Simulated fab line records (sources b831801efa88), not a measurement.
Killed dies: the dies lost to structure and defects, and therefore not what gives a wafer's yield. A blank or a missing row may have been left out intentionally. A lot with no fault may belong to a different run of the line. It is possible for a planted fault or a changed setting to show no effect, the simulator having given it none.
Code-filled problem report in 8D (eight disciplines) form ; flow sky130 ; the parts of the form that need people (team, actions taken, sign-off) are left out

1. PROBLEM STATEMENT
Wafers without a fault read 4.299e+12, standard deviation 4.5e+09; doseIonsCm2 at SKY_VT_ADJUST_HVTP_IMPLANT_09 reads a mean of 4.740e+12 on 9 wafers belonging to 3 lots. Relative to the usual mean, that is a shift of +98 standard deviations.
Earliest sighting: wafer L918.4 on implanter-03 at day 11 16:11. At this step, 39 wafers from 13 lots have a number in the record. Rule for "out", or "out of limits": more than 4 standard deviations from the usual mean. The rest of the wafers with a number are treated as sound.

2. WHAT IT IS; WHAT IT IS NOT
question;is;is not
which readings at this step;doseIonsCm2;-
which lots;L918, L919, L920;L897, L900, L902, L904, L905, L906, L907, L910, L912, L913
which wafers of those lots;all that have a number;-
read on which tools;implanter-03;implanter-01, implanter-04
when;from day 11 16:11;up to then (30 sound wafers)

3. WHAT RULES OUT EACH SUSPECT
Counting: a tool at any process step up to the reading remains a suspect when it ran all the lots that are out and ran no sound lot after the first of those.
- implanter-03 at SKY_VT_ADJUST_HVTP_IMPLANT_09: kept. It processed each lot that is out, first L918 at day 11 16:11, and no sound lot thereafter; up to then, the last sound lot it processed was L912 at day 10 02:25. On those wafers its own readings are out: doseIonsCm2.
Left after counting: implanter-03 at SKY_VT_ADJUST_HVTP_IMPLANT_09.

4. THE CAUSE (what the simulator had put in)
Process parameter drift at SKY_VT_ADJUST_HVTP_IMPLANT_09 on implanter-03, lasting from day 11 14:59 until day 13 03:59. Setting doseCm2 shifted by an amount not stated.
Counting left only this tool.

5. THE CHAIN OF EFFECTS, in route order
Each row: a reading whose mean over the struck wafers that have a number lies more than 3 standard deviations from the usual. Scope: only readings with a usual standard deviation given in the record; hours: median across lots of the time from each lot's start at the first step in this table that gives one to its start at this step; sigmas: change in usual standard deviations.
hours;step;reading;usual;on struck wafers;change;sigmas
0;SKY_VT_ADJUST_HVTP_IMPLANT_09;doseIonsCm2;4.299e+12;4.740e+12;+4.410e+11;+98
0;SKY_VT_ADJUST_HVTP_IMPLANT_09;faradayCurrentUA;24.3;26.6;+2.3;+4.9
The process steps in it:
- SKY_VT_ADJUST_HVTP_IMPLANT_09
Later steps that measure or inspect, where all struck wafers having a row at the step show a number for every such reading and not one has moved that far: SKY_VT_ADJUST_LVTN_OVL_MEAS_18.

6. WHAT WOULD HAVE CAUGHT IT SOONER
In this record the first reading out of limits was taken at day 11 16:11, 1 hour after the fault began at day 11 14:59.
